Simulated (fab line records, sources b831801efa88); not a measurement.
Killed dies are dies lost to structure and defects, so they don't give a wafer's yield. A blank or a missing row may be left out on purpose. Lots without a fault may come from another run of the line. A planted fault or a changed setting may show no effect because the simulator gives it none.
fab line records | flow gf180mcu
record lots=5 wafers=15 last_day=34
route steps=602 shown VT_IMPLANT@122 MVSD@136 NWELL@137 LVPWELL@138 MVPSD@139 DUAL_GATE@141
lots that met no fault: from a run of the same line without faults
start_h: hours from the record's first day to the start of the lot's first wafer shown | wait_h: hours since the lot's step before | " the same as in the row above | L1.1+2: a row that stands for several wafers | - no value, or no start given | * or withheld: withheld | < > ~ a bound
route shown NAME@n: a module of which the file shows steps, and the number in the route of the first | usual: mean/standard deviation of fault-free wafers | same: alike in all rows | chamber/n: place in a boat | sites: the reading at each site | _std_site: their standard deviation | _edge_site: outer sites' mean less inner sites' | radius_mm: how far each site lies from the wafer's centre | mask NAME#n: copy n | behind: the tool/chamber that last shaped the wafer | hold: why the lot was held/for how many hours/how that ended | device: the transistor (n, p or np) that didn't switch | end of line: the same wafers' tests at the end of the route | a step without rows: its recipe alone | killed: dies lost to structure and defects at the first sort, not the wafer's yield | map: a wafer's dies, x killed, . not, _ none there
set.NAME: the setting as run; set.NAME@STEP: as run at that earlier step | model.NAME: the simulator's own value behind a step, which no gauge read
lots at some steps of the route; a table a step, a row a wafer
services: from which hour (start_h, from the record's first day; less than 0 if before it) a tool's chamber was out of use, for how many hours, and why
## steps
# step GF_VT_IMPLANT_TW_MEAS_32
# usual VT_IMPLANT_3_TW=268.9/2.1
# columns lot.wafer tool chamber start_h wait_h VT_IMPLANT_3_TW
L086.1 film_metro-02 - 221.85 0.1 265.7
L086.2 " - " " 265.4
L086.4 " - " " 265.6
L090.4 film_metro-02 - 247.72 0.1 267.0
L090.5 " - " " 267.0
L090.6 " - " " 268.3
L093.4 film_metro-03 - 269.37 0.1 271.0
L093.5 " - " " 272.1
L093.6 " - " " 271.0
L095.1 film_metro-04 - 276.15 0.1 270.1
L095.2 " - " " 270.0
L095.3 " - " " 268.7
L096.1 film_metro-03 - 284.84 0.1 269.2
L096.3 " - " " 271.6
L096.5 " - " " 269.5
# step GF_VT_IMPLANT_DEHYDRATE_33
# recipe temp_c=200 time_s=60
# usual plate_temp_C=199.97/0.18 resist_line_temp_C=22.99/0.093
# columns lot.wafer tool chamber start_h wait_h plate_temp_C resist_line_temp_C
L086.1 litho_track-04 0 230.67 8.8 200.53 22.99
L086.2 " 0 " " 200.05 22.76
L086.4 " 0 " " 200.24 23.06
L090.4 litho_track-01 0 256.38 8.6 200.01 22.88
L090.5 " 0 " " 199.85 22.91
L090.6 " 0 " " 199.89 23.08
L093.4 litho_track-03 0 278.49 9.1 200.07 23.03
L093.5 " 0 " " 199.96 22.96
L093.6 " 0 " " 200.05 22.90
L095.1 litho_track-03 0 285.46 9.3 200.00 23.00
L095.2 " 0 " " 199.55 22.90
L095.3 " 0 " " 200.11 23.03
L096.1 litho_track-03 0 294.56 9.7 200.03 22.98
L096.3 " 0 " " 200.12 23.01
L096.5 " 0 " " 199.73 22.95
# step GF_VT_IMPLANT_HMDS_34
# recipe prime_time_s=60 prime_temp_c=120
# usual resist_line_temp_C=22.99/0.1
# columns lot.wafer tool chamber start_h wait_h resist_line_temp_C
L086.1 litho_track-04 0 230.82 0.1 23.08
L086.2 " 0 " " 23.10
L086.4 " 0 " " 23.10
L090.4 litho_track-01 0 256.53 0.1 22.92
L090.5 " 0 " " 22.97
L090.6 " 0 " " 22.91
L093.4 litho_track-03 0 278.64 0.1 23.06
L093.5 " 0 " " 23.22
L093.6 " 0 " " 22.95
L095.1 litho_track-03 0 285.61 0.1 23.21
L095.2 " 0 " " 22.97
L095.3 " 0 " " 23.16
L096.1 litho_track-03 0 294.71 0.1 23.00
L096.3 " 0 " " 23.06
L096.5 " 0 " " 23.02
# step GF_VT_IMPLANT_COAT_35
# recipe resist=NOVOLAK spin_rpm=3000 resist_thk_nm=985.7
# usual resist_line_temp_C=23.03/0.12
# columns lot.wafer tool chamber start_h wait_h resist_line_temp_C
L086.1 litho_track-04 0 230.97 0.1 22.75
L086.2 " 0 " " 22.95
L086.4 " 0 " " 23.05
L090.4 litho_track-01 0 256.68 0.1 23.37
L090.5 " 0 " " 23.28
L090.6 " 0 " " 23.13
L093.4 litho_track-03 0 278.79 0.1 23.06
L093.5 " 0 " " 23.25
L093.6 " 0 " " 23.03
L095.1 litho_track-03 0 285.76 0.1 23.03
L095.2 " 0 " " 23.24
L095.3 " 0 " " 23.08
L096.1 litho_track-03 0 294.86 0.1 23.01
L096.3 " 0 " " 23.04
L096.5 " 0 " " 23.07
# step GF_VT_IMPLANT_SOFTBAKE_36
# recipe temp_c=90 time_s=60 resist=NOVOLAK
# usual plate_temp_C=89.99/0.12 resist_line_temp_C=23.00/0.098
# columns lot.wafer tool chamber start_h wait_h plate_temp_C resist_line_temp_C
L086.1 litho_track-04 0 231.12 0.1 89.73 23.14
L086.2 " 0 " " 89.82 22.86
L086.4 " 0 " " 89.80 22.94
L090.4 litho_track-01 0 256.83 0.1 89.86 22.88
L090.5 " 0 " " 89.84 22.98
L090.6 " 0 " " 89.93 22.99
L093.4 litho_track-03 0 278.94 0.1 90.02 22.95
L093.5 " 0 " " 90.02 23.12
L093.6 " 0 " " 90.03 22.96
L095.1 litho_track-03 0 285.91 0.1 90.10 22.99
L095.2 " 0 " " 90.18 22.99
L095.3 " 0 " " 89.93 23.03
L096.1 litho_track-03 0 295.01 0.1 90.11 23.00
L096.3 " 0 " " 89.87 22.96
L096.5 " 0 " " 89.97 23.22
# step GF_VT_IMPLANT_EXPOSE_37
# recipe mask_id=Nwell_HV_AREA target_cd_nm=860 na=0.6 source_shape=conventional sigma_outer=0.6 dose_mj=140
# usual exposure_dose_mJ_cm2=139.98/0.14 reticle_temp_C=23.01/0.12
# columns lot.wafer tool chamber start_h wait_h mask exposure_dose_mJ_cm2 reticle_temp_C
L086.1 iline_stepper-01 0 - - Nwell_HV_AREA#0 139.84 22.99
L086.2 " 0 " " Nwell_HV_AREA#0 139.92 22.88
L086.4 " 0 " " Nwell_HV_AREA#0 139.98 23.12
L090.4 iline_stepper-02 0 - - Nwell_HV_AREA#0 140.04 22.81
L090.5 " 0 " " Nwell_HV_AREA#0 140.16 22.81
L090.6 " 0 " " Nwell_HV_AREA#0 140.04 22.99
L093.4 iline_stepper-01 0 - - Nwell_HV_AREA#0 139.85 23.07
L093.5 " 0 " " Nwell_HV_AREA#0 139.87 22.94
L093.6 " 0 " " Nwell_HV_AREA#0 139.82 23.00
L095.1 iline_stepper-02 0 - - Nwell_HV_AREA#0 139.98 23.19
L095.2 " 0 " " Nwell_HV_AREA#0 139.98 22.89
L095.3 " 0 " " Nwell_HV_AREA#0 139.73 23.09
L096.1 iline_stepper-01 0 - - Nwell_HV_AREA#0 140.06 23.10
L096.3 " 0 " " Nwell_HV_AREA#0 140.09 23.13
L096.5 " 0 " " Nwell_HV_AREA#0 139.94 23.12
# step GF_VT_IMPLANT_PEB_38
# recipe temp_c=withheld time_s=* resist=NOVOLAK
# usual resist_line_temp_C=*
# columns lot.wafer tool chamber start_h wait_h resist_line_temp_C
L086.1 litho_track-03 0 - - *
L086.2 " 0 " " *
L086.4 " 0 " " *
L090.4 litho_track-01 0 - - *
L090.5 " 0 " " *
L090.6 " 0 " " *
L093.4 litho_track-01 0 - - *
L093.5 " 0 " " *
L093.6 " 0 " " *
L095.1 litho_track-03 0 - - *
L095.2 " 0 " " *
L095.3 " 0 " " *
L096.1 litho_track-04 0 - - *
L096.3 " 0 " " *
L096.5 " 0 " " *
# step GF_VT_IMPLANT_DEVELOP_39
# recipe develop_time_s=60 dev_temp_c=23
# usual developer_temp_C=22.99/0.09 resist_line_temp_C=23.00/0.1
# columns lot.wafer tool chamber start_h wait_h developer_temp_C resist_line_temp_C
L086.1 litho_track-03 0 240.06 0.1 22.95 22.91
L086.2 " 0 " " 22.93 22.87
L086.4 " 0 " " 22.95 22.89
L090.4 litho_track-01 0 266.88 0.1 22.96 22.87
L090.5 " 0 " " 22.89 23.05
L090.6 " 0 " " 23.08 22.96
L093.4 litho_track-01 0 288.78 0.1 23.12 23.00
L093.5 " 0 " " 23.25 22.82
L093.6 " 0 " " 23.12 22.91
L095.1 litho_track-03 0 295.61 0.1 23.02 23.23
L095.2 " 0 " " 23.12 23.14
L095.3 " 0 " " 22.98 23.11
L096.1 litho_track-04 0 304.71 0.1 23.00 23.05
L096.3 " 0 " " 22.95 23.13
L096.5 " 0 " " 23.01 22.92
# step GF_VT_IMPLANT_OVL_MEAS_40
# usual VT_IMPLANT_03_OVL=-0.6/1.4
# columns lot.wafer tool chamber start_h wait_h VT_IMPLANT_03_OVL[nm]
L086.1 overlay-02 - 240.21 0.1 -1.4
L086.2 " - " " -2.1
L086.4 " - " " -1.0
L090.4 overlay-01 - 266.97 0.1 0.3
L090.5 " - " " 0.0
L090.6 " - " " -0.7
L093.4 overlay-01 - 288.87 0.1 1.5
L093.5 " - " " 2.8
L093.6 " - " " 2.0
L095.1 overlay-02 - 295.76 0.1 -1.5
L095.2 " - " " -0.9
L095.3 " - " " -2.1
L096.1 overlay-02 - 304.86 0.1 1.0
L096.3 " - " " -0.9
L096.5 " - " " -0.7
# step GF_VT_IMPLANT_IMPLANT_41
# recipe species=As energy_kev=70 dose_cm2=1.013e+12 tilt_deg=7
# usual end_station_pressure_torr=5e-06/2.4e-07
# columns lot.wafer tool chamber start_h wait_h end_station_pressure_torr
L086.1 implanter-02 0 240.25 0.0 5.03e-06
L086.2 " 0 " " 4.67e-06
L086.4 " 0 " " 4.93e-06
L090.4 implanter-01 0 267.07 0.1 5.43e-06
L090.5 " 0 " " 4.85e-06
L090.6 " 0 " " 5.3e-06
L093.4 implanter-02 0 288.97 0.1 4.73e-06
L093.5 " 0 " " 5.38e-06
L093.6 " 0 " " 4.95e-06
L095.1 implanter-02 0 295.80 0.0 5.3e-06
L095.2 " 0 " " 5.2e-06
L095.3 " 0 " " 4.93e-06
L096.1 implanter-01 0 304.90 0.0 4.71e-06
L096.3 " 0 " " 5.15e-06
L096.5 " 0 " " 4.77e-06
# step GF_VT_IMPLANT_STRIP_42
# recipe chemistry=O2/N2 power_w=1400 pressure_mtorr=1500 platen_temp_c=250 o2_flow_sccm=3000 n2_flow_sccm=300 overash_fraction=0.5
# usual drypump_motor_current_A=5.6/0.63 heater_power_w=362/33 oes_product_au=0.716/0.0046 strip_time_to_endpoint_s=12.45/0.036
# columns lot.wafer tool chamber start_h wait_h drypump_motor_current_A heater_power_w oes_product_au rf_hours_counter_h strip_time_to_endpoint_s
L086.1 plasma_asher-03 0 240.40 0.1 5.3 397 0.716 56 12.47
L086.2 " 1 " " 4.9 357 0.718 56 12.50
L086.4 " 1 " " 4.9 346 0.711 - 12.53
L090.4 plasma_asher-02 0 267.18 0.1 6.0 303 0.720 - 12.50
L090.5 " 1 " " 6.2 359 0.712 - 12.47
L090.6 " 0 " " 6.0 299 0.716 - 12.48
L093.4 plasma_asher-02 1 289.08 0.1 6.2 370 0.710 - 12.37
L093.5 " 0 " " 6.0 302 0.719 - 12.39
L093.6 " 1 " " 6.1 365 0.723 - 12.40
L095.1 plasma_asher-03 1 295.95 0.1 4.9 344 0.716 61 12.34
L095.2 " 0 " " 5.3 404 0.719 61 12.40
L095.3 " 1 " " 4.9 350 0.719 - 12.42
L096.1 plasma_asher-01 0 305.05 0.1 6.6 366 0.710 17 12.46
L096.3 " 0 " " 6.6 365 0.719 - 12.43
L096.5 " 1 " " 6.5 354 0.717 - 12.47
# step GF_VT_IMPLANT_TW_MEAS_43
# usual VT_IMPLANT_4_TW=690/5.1
# columns lot.wafer tool chamber start_h wait_h VT_IMPLANT_4_TW
L086.1 film_metro-02 - 240.50 0.1 684
L086.2 " - " " 684
L086.4 " - " " 688
L090.4 film_metro-04 - 267.27 0.1 693
L090.5 " - " " 695
L090.6 " - " " 690
L093.4 film_metro-04 - 289.17 0.1 687
L093.5 " - " " 687
L093.6 " - " " 689
L095.1 film_metro-03 - 296.05 0.1 697
L095.2 " - " " 697
L095.3 " - " " 698
L096.1 film_metro-04 - 305.15 0.1 685
L096.3 " - " " 690
L096.5 " - " " 687
# step GF_VT_IMPLANT_CLEAN_44
# recipe chemistry=SC1/SC2 mix=1:4:20 temp_c=70 time_s=150 dry=n2_spin
# columns lot.wafer tool chamber start_h wait_h
L086.1+2+4 wet_bench-03 2 240.56 0.1
L090.4+5+6 wet_bench-01 3 267.30 0.0
L093.4+5+6 wet_bench-03 0 289.32 0.1
L095.1+2+3 wet_bench-01 2 296.11 0.1
L096.1+3+5 wet_bench-02 1 305.21 0.1
# step GF_VT_IMPLANT_RTA_45
# recipe temp_c=1050 time_s=30 ambient=N2
# usual lamp_power_pct=35.2/0.43 wafer_temp_C_max=1054.6/0.9
# columns lot.wafer tool chamber start_h wait_h lamp_power_pct wafer_temp_C_max
L086.1 rtp_anneal-01 0 240.61 0.0 34.9 1054.8
L086.2 " 0 " " 34.9 1055.1
L086.4 " 0 " " 34.9 1054.5
L090.4 rtp_anneal-01 0 267.45 0.1 34.9 1056.4
L090.5 " 0 " " 34.9 1054.2
L090.6 " 0 " " 34.8 1054.2
L093.4 rtp_anneal-01 0 289.42 0.1 34.9 1054.7
L093.5 " 0 " " 34.9 1052.6
L093.6 " 0 " " 34.9 1053.3
L095.1 rtp_anneal-02 0 296.16 0.0 35.8 1053.9
L095.2 " 0 " " 35.8 1053.9
L095.3 " 0 " " 35.8 1053.5
L096.1 rtp_anneal-01 0 305.26 0.0 34.9 1055.5
L096.3 " 0 " " 34.9 1052.6
L096.5 " 0 " " 34.8 1054.4
# step GF_VT_IMPLANT_RS_MEAS_46
# recipe thk_meas_gauge=four-point-probe
# usual MVSD_RS=456.6/1.3
# columns lot.wafer tool chamber start_h wait_h MVSD_RS[ohm/sq]
L086.1 film_metro-01 - 240.71 0.1 456.9
L086.2 " - " " 456.1
L086.4 " - " " 455.6
L090.4 film_metro-01 - 267.56 0.1 456.4
L090.5 " - " " 455.8
L090.6 " - " " 454.8
L093.4 film_metro-03 - 289.53 0.1 459.9
L093.5 " - " " 458.1
L093.6 " - " " 457.4
L095.1 film_metro-01 - 296.26 0.1 457.1
L095.2 " - " " 455.6
L095.3 " - " " 455.5
L096.1 film_metro-01 - 305.36 0.1 456.6
L096.3 " - " " 458.9
L096.5 " - " " 457.4
# step GF_VT_IMPLANT_RS_MEAS_47
# recipe thk_meas_gauge=four-point-probe
# usual NWELL_RS=488.0/1.3
# columns lot.wafer tool chamber start_h wait_h NWELL_RS[ohm/sq]
L086.1 film_metro-01 - 240.83 0.1 486.7
L086.2 " - " " 487.1
L086.4 " - " " 488.6
L090.4 film_metro-01 - 267.68 0.1 490.8
L090.5 " - " " 489.7
L090.6 " - " " 490.8
L093.4 film_metro-03 - 289.65 0.1 485.7
L093.5 " - " " 486.4
L093.6 " - " " 487.0
L095.1 film_metro-01 - 296.38 0.1 485.8
L095.2 " - " " 485.9
L095.3 " - " " 486.3
L096.1 film_metro-01 - 305.48 0.1 490.8
L096.3 " - " " 490.0
L096.5 " - " " 490.6
# step GF_VT_IMPLANT_RS_MEAS_48
# recipe thk_meas_gauge=four-point-probe
# usual LVPWELL_RS=1197.2/3
# columns lot.wafer tool chamber start_h wait_h LVPWELL_RS[ohm/sq]
L086.1 film_metro-01 - 240.95 0.1 1193.6
L086.2 " - " " 1196.6
L086.4 " - " " 1195.1
L090.4 film_metro-01 - 267.80 0.1 1204.1
L090.5 " - " " 1203.7
L090.6 " - " " 1205.1
L093.4 film_metro-03 - 289.77 0.1 1199.4
L093.5 " - " " 1197.9
L093.6 " - " " 1200.5
L095.1 film_metro-01 - 296.50 0.1 1195.9
L095.2 " - " " 1192.9
L095.3 " - " " 1192.3
L096.1 film_metro-01 - 305.60 0.1 1197.2
L096.3 " - " " 1195.5
L096.5 " - " " 1197.6
# step GF_VT_IMPLANT_RS_MEAS_49
# recipe thk_meas_gauge=four-point-probe
# usual MVPSD_RS=1169/3.1
# columns lot.wafer tool chamber start_h wait_h MVPSD_RS[ohm/sq]
L086.1 film_metro-01 - 241.07 0.1 1171
L086.2 " - " " 1172
L086.4 " - " " 1173
L090.4 film_metro-01 - 267.92 0.1 1175
L090.5 " - " " 1175
L090.6 " - " " 1178
L093.4 film_metro-03 - 289.89 0.1 1166
L093.5 " - " " 1161
L093.6 " - " " 1164
L095.1 film_metro-01 - 296.62 0.1 1167
L095.2 " - " " 1166
L095.3 " - " " 1167
L096.1 film_metro-01 - 305.72 0.1 1172
L096.3 " - " " 1172
L096.5 " - " " 1170
# step GF_VT_IMPLANT_WET_ETCH_50
# recipe chemistry=dHF target_depth_nm=20 target=SiO2 temp_c=25 dilution=100:1 time_s=389.2
# columns lot.wafer tool chamber start_h wait_h
L086.1+2+4 wet_bench-02 2 241.19 0.1
L090.4+5+6 wet_bench-03 0 267.98 0.0
L093.4+5+6 wet_bench-03 0 289.95 0.0
L095.1+2+3 wet_bench-02 3 296.74 0.1
L096.1+3+5 wet_bench-03 2 305.84 0.1
# step GF_DUAL_GATE_CLEAN_00
# recipe chemistry=SC1/SC2 mix=1:4:20 temp_c=70 time_s=150
# columns lot.wafer tool chamber start_h wait_h
L086.1+2+4 wet_bench-03 3 241.31 0.0
L090.4+5+6 wet_bench-03 2 268.10 0.0
L093.4+5+6 wet_bench-01 3 290.07 0.0
L095.1+2+3 wet_bench-03 1 296.87 0.0
L096.1+3+5 wet_bench-02 3 305.96 0.0
# step GF_DUAL_GATE_CLEAN_01
# recipe chemistry=dHF time_s=20 dilution=100:1 dry=ipa_marangoni
# columns lot.wafer tool chamber start_h wait_h
L086.1+2+4 wet_bench-01 2 241.37 0.0
L090.4+5+6 wet_bench-01 1 268.15 0.0
L093.4+5+6 wet_bench-03 2 290.12 0.0
L095.1+2+3 wet_bench-01 2 296.92 0.0
L096.1+3+5 wet_bench-03 2 306.01 0.0
# step GF_DUAL_GATE_OXIDATION_02
# recipe temp_c=900 ambient=O2 stabilise_s=600 purge_s=300 target_thk_a=108.87 ox_time_s=1602
# usual spike_tc_centre_C=899.0/1.2 spike_tc_upper_C=899.6/0.95 zone_power_centre_pct=19.3/1.7
# columns lot.wafer tool chamber start_h wait_h spike_tc_centre_C spike_tc_upper_C zone_power_centre_pct
L086.1 furnace-01 0 241.51 0.1 898.5 898.8 18.2
L086.2 " 0 " " 899.6 900.0 18.1
L086.4 " 0 " " 899.3 900.5 18.1
L090.4 furnace-02 0 268.18 0.0 900.3 900.0 21.3
L090.5 " 0 " " 900.1 899.6 21.9
L090.6 " 0 " " 900.0 899.0 21.3
L093.4 furnace-02 0 291.02 0.9 899.3 902.1 21.9
L093.5 " 0 " " 899.1 899.0 21.7
L093.6 " 0 " " 898.9 901.5 21.6
L095.1 furnace-02 0 298.07 1.1 899.1 900.3 21.4
L095.2 " 0 " " 900.3 899.6 22.0
L095.3 " 0 " " 899.9 901.0 21.7
L096.1 furnace-02 0 306.02 0.0 898.4 899.3 21.9
L096.3 " 0 " " 901.3 901.1 21.7
L096.5 " 0 " " 898.8 899.5 21.7
# step GF_DUAL_GATE_THK_MEAS_03
# recipe reads=SiO2_of_DUAL_GATE_OXIDATION_02
# usual DUAL_GATE_OXIDATION_00_THK=10.96/0.16
# columns lot.wafer tool chamber start_h wait_h DUAL_GATE_OXIDATION_00_THK[nm]
L086.1 film_metro-02 - 242.96 0.0 11.10
L086.2 " - " " 11.18
L086.4 " - " " 11.01
L090.4 film_metro-01 - 269.65 0.0 10.91
L090.5 " - " " 10.74
L090.6 " - " " 11.09
L093.4 film_metro-01 - 292.50 0.0 10.57
L093.5 " - " " 10.60
L093.6 " - " " 10.64
L095.1 film_metro-01 - 299.51 0.0 11.05
L095.2 " - " " 11.08
L095.3 " - " " 11.03
L096.1 film_metro-02 - 307.47 0.0 11.02
L096.3 " - " " 10.90
L096.5 " - " " 11.06
# step GF_DUAL_GATE_DEHYDRATE_04
# recipe temp_c=200 time_s=60
# usual plate_temp_C=200.01/0.13 resist_line_temp_C=23.01/0.13
# columns lot.wafer tool chamber start_h wait_h plate_temp_C resist_line_temp_C
L086.1 litho_track-01 0 251.56 8.6 200.25 23.10
L086.2 " 0 " " 200.29 23.04
L086.4 " 0 " " 199.99 22.90
L090.4 litho_track-04 0 278.69 9.0 199.91 23.04
L090.5 " 0 " " 199.77 23.09
L090.6 " 0 " " 200.14 22.76
L093.4 litho_track-04 0 301.54 9.0 199.84 23.03
L093.5 " 0 " " 199.78 22.98
L093.6 " 0 " " 199.99 22.96
L095.1 litho_track-04 0 309.11 9.6 199.73 23.14
L095.2 " 0 " " 200.04 23.06
L095.3 " 0 " " 199.99 23.21
L096.1 litho_track-04 0 316.76 9.3 199.95 22.91
L096.3 " 0 " " 199.66 22.84
L096.5 " 0 " " 199.79 23.04
# step GF_DUAL_GATE_HMDS_05
# recipe prime_time_s=60 prime_temp_c=120
# usual resist_line_temp_C=22.98/0.1
# columns lot.wafer tool chamber start_h wait_h resist_line_temp_C
L086.1 litho_track-01 0 251.71 0.1 22.94
L086.2 " 0 " " 23.14
L086.4 " 0 " " 23.02
L090.4 litho_track-04 0 278.84 0.1 22.90
L090.5 " 0 " " 23.14
L090.6 " 0 " " 22.96
L093.4 litho_track-04 0 301.69 0.1 22.94
L093.5 " 0 " " 22.84
L093.6 " 0 " " 22.96
L095.1 litho_track-04 0 309.26 0.1 23.06
L095.2 " 0 " " 23.01
L095.3 " 0 " " 23.02
L096.1 litho_track-04 0 316.91 0.1 23.00
L096.3 " 0 " " 23.06
L096.5 " 0 " " 23.02
# step GF_DUAL_GATE_COAT_06
# recipe resist=NOVOLAK spin_rpm=3000 resist_thk_nm=1000
# usual resist_line_temp_C=23.01/0.094
# columns lot.wafer tool chamber start_h wait_h resist_line_temp_C
L086.1 litho_track-01 0 251.86 0.1 23.18
L086.2 " 0 " " 23.17
L086.4 " 0 " " 23.06
L090.4 litho_track-04 0 278.99 0.1 23.00
L090.5 " 0 " " 22.86
L090.6 " 0 " " 22.82
L093.4 litho_track-04 0 301.84 0.1 23.04
L093.5 " 0 " " 22.88
L093.6 " 0 " " 23.10
L095.1 litho_track-04 0 309.41 0.1 23.19
L095.2 " 0 " " 23.06
L095.3 " 0 " " 23.07
L096.1 litho_track-04 0 317.06 0.1 23.06
L096.3 " 0 " " 22.92
L096.5 " 0 " " 23.02
# step GF_DUAL_GATE_SOFTBAKE_07
# recipe temp_c=90 time_s=60 resist=NOVOLAK
# usual plate_temp_C=90.02/0.12 resist_line_temp_C=22.99/0.1
# columns lot.wafer tool chamber start_h wait_h plate_temp_C resist_line_temp_C
L086.1 litho_track-01 0 252.01 0.1 89.99 23.13
L086.2 " 0 " " 89.98 22.88
L086.4 " 0 " " 89.81 22.86
L090.4 litho_track-04 0 279.14 0.1 89.95 23.15
L090.5 " 0 " " 89.76 23.07
L090.6 " 0 " " 89.83 23.03
L093.4 litho_track-04 0 301.99 0.1 89.97 22.92
L093.5 " 0 " " 90.22 22.93
L093.6 " 0 " " 89.83 23.05
L095.1 litho_track-04 0 309.56 0.1 90.01 22.98
L095.2 " 0 " " 89.97 23.20
L095.3 " 0 " " 89.95 22.94
L096.1 litho_track-04 0 317.21 0.1 90.07 22.91
L096.3 " 0 " " 90.16 23.00
L096.5 " 0 " " 90.14 22.87
# step GF_DUAL_GATE_EXPOSE_08
# recipe mask_id=Dualgate target_cd_nm=700 na=0.6 source_shape=conventional sigma_outer=0.6 dose_mj=140
# usual exposure_dose_mJ_cm2=139.99/0.13 reticle_temp_C=23.00/0.092
# columns lot.wafer tool chamber start_h wait_h mask exposure_dose_mJ_cm2 reticle_temp_C
L086.1 iline_stepper-01 0 - - Dualgate#0 139.91 23.02
L086.2 " 0 " " Dualgate#0 139.85 23.07
L086.4 " 0 " " Dualgate#0 139.93 23.00
L090.4 iline_stepper-01 0 - - Dualgate#0 139.86 22.98
L090.5 " 0 " " Dualgate#0 139.85 23.03
L090.6 " 0 " " Dualgate#0 139.98 23.10
L093.4 iline_stepper-02 0 - - Dualgate#0 139.83 22.99
L093.5 " 0 " " Dualgate#0 140.16 22.86
L093.6 " 0 " " Dualgate#0 140.02 23.00
L095.1 iline_stepper-02 0 - - Dualgate#0 139.73 22.97
L095.2 " 0 " " Dualgate#0 139.86 22.93
L095.3 " 0 " " Dualgate#0 139.98 22.89
L096.1 iline_stepper-01 0 - - Dualgate#0 140.17 23.14
L096.3 " 0 " " Dualgate#0 139.85 23.10
L096.5 " 0 " " Dualgate#0 140.02 23.15
# step GF_DUAL_GATE_PEB_09
# recipe temp_c=withheld time_s=* resist=NOVOLAK
# usual resist_line_temp_C=*
# columns lot.wafer tool chamber start_h wait_h resist_line_temp_C
L086.1 litho_track-04 0 - - *
L086.2 " 0 " " *
L086.4 " 0 " " *
L090.4 litho_track-01 0 - - *
L090.5 " 0 " " *
L090.6 " 0 " " *
L093.4 litho_track-01 0 - - *
L093.5 " 0 " " *
L093.6 " 0 " " *
L095.1 litho_track-04 0 - - *
L095.2 " 0 " " *
L095.3 " 0 " " *
L096.1 litho_track-04 0 - - *
L096.3 " 0 " " *
L096.5 " 0 " " *
# step GF_DUAL_GATE_DEVELOP_10
# recipe develop_time_s=60 dev_temp_c=23
# usual developer_temp_C=23.00/0.11 resist_line_temp_C=23.02/0.13
# columns lot.wafer tool chamber start_h wait_h developer_temp_C resist_line_temp_C
L086.1 litho_track-04 0 261.17 0.1 22.83 23.19
L086.2 " 0 " " 22.91 23.02
L086.4 " 0 " " 22.86 23.22
L090.4 litho_track-01 0 289.08 0.1 23.08 22.93
L090.5 " 0 " " 23.01 22.84
L090.6 " 0 " " 23.08 22.89
L093.4 litho_track-01 0 312.78 0.1 22.95 23.12
L093.5 " 0 " " 22.94 23.22
L093.6 " 0 " " 23.00 23.19
L095.1 litho_track-04 0 319.71 0.1 23.14 23.21
L095.2 " 0 " " 22.99 23.11
L095.3 " 0 " " 22.87 23.21
L096.1 litho_track-04 0 327.56 0.1 23.03 22.89
L096.3 " 0 " " 23.24 22.88
L096.5 " 0 " " 23.09 22.92
# step GF_DUAL_GATE_OVL_MEAS_11
# usual DUAL_GATE_OVL=-0.7/1.9
# columns lot.wafer tool chamber start_h wait_h DUAL_GATE_OVL[nm]
L086.1 overlay-01 - 261.32 0.1 -2.5
L086.2 " - " " -2.7
L086.4 " - " " -4.4
L090.4 overlay-01 - 289.17 0.1 -0.3
L090.5 " - " " -0.4
L090.6 " - " " -1.0
L093.4 overlay-02 - 312.87 0.1 -0.9
L093.5 " - " " -0.6
L093.6 " - " " -1.3
L095.1 overlay-01 - 319.86 0.1 -1.2
L095.2 " - " " -1.6
L095.3 " - " " -0.8
L096.1 overlay-02 - 327.71 0.1 -0.4
L096.3 " - " " 0.2
L096.5 " - " " 0.1
# step GF_DUAL_GATE_WET_ETCH_12
# recipe chemistry=dHF target_depth_nm=13 dry=n2_spin target=SiO2 temp_c=25 dilution=100:1 time_s=260
# columns lot.wafer tool chamber start_h wait_h
L086.1+2+4 wet_bench-02 3 261.35 0.0
L090.4+5+6 wet_bench-03 1 289.24 0.1
L093.4+5+6 wet_bench-01 2 312.89 0.0
L095.1+2+3 wet_bench-03 2 319.90 0.0
L096.1+3+5 wet_bench-03 0 327.75 0.0
# step GF_DUAL_GATE_STRIP_13
# recipe chemistry=O2/N2 power_w=1400 pressure_mtorr=1500 platen_temp_c=250 o2_flow_sccm=3000 n2_flow_sccm=300 overash_fraction=0.5
# usual drypump_motor_current_A=5.8/0.64 heater_power_w=352/32 oes_product_au=0.715/0.0047 strip_time_to_endpoint_s=12.63/0.031
# columns lot.wafer tool chamber start_h wait_h drypump_motor_current_A heater_power_w oes_product_au rf_hours_counter_h strip_time_to_endpoint_s
L086.1 plasma_asher-03 1 261.44 0.0 4.9 355 0.712 58 12.67
L086.2 " 0 " " 5.3 396 0.707 58 12.64
L086.4 " 1 " " 4.9 348 0.722 - 12.66
L090.4 plasma_asher-01 0 289.35 0.0 6.6 357 0.720 - 12.61
L090.5 " 0 " " 6.6 361 0.711 - 12.65
L090.6 " 1 " " 6.5 349 0.708 - 12.63
L093.4 plasma_asher-01 1 313.01 0.0 6.5 349 0.717 - 12.62
L093.5 " 0 " " 6.6 364 0.714 - 12.62
L093.6 " 1 " " 6.5 352 0.717 - 12.61
L095.1 plasma_asher-01 1 319.98 0.0 6.5 345 0.716 19 12.63
L095.2 " 0 " " 6.6 361 0.709 19 12.68
L095.3 " 0 " " 6.6 364 0.706 - 12.63
L096.1 plasma_asher-03 0 327.83 0.0 5.3 392 0.714 64 12.63
L096.3 " 1 " " 4.9 356 0.719 - 12.64
L096.5 " 1 " " 4.9 354 0.719 - 12.66
# step GF_DUAL_GATE_CLEAN_14
# recipe chemistry=SC1/SC2 mix=1:4:20 temp_c=70 time_s=150 dry=n2_spin
# columns lot.wafer tool chamber start_h wait_h
L086.1+2+4 wet_bench-03 0 261.54 0.1
L090.4+5+6 wet_bench-03 3 289.42 0.0
L093.4+5+6 wet_bench-01 1 313.07 0.0
L095.1+2+3 wet_bench-02 2 320.08 0.1
L096.1+3+5 wet_bench-02 0 327.93 0.1
## services
# columns tool chamber start_h hours kind
wet_bench-03 - 216.29 4.2 repair
iline_stepper-02 0 217.77 - calibration
plasma_asher-01 - 220.05 14.6 pm
implanter-01 - 220.82 6.0 repair
furnace-01 - 221.07 3.8 pm
wet_bench-01 - 231.98 2.0 repair
iline_stepper-02 - 240.21 1.7 pm
wet_bench-02 - 264.04 32.4 pm
iline_stepper-02 - 278.15 7.5 repair
furnace-02 - 292.47 2.5 pm
plasma_asher-02 - 300.09 7.6 repair
iline_stepper-01 - 300.42 1.7 pm
plasma_asher-03 - 301.02 7.3 repair
iline_stepper-01 0 304.90 - calibration
plasma_asher-03 - 308.31 2.8 pm
## key
fault none
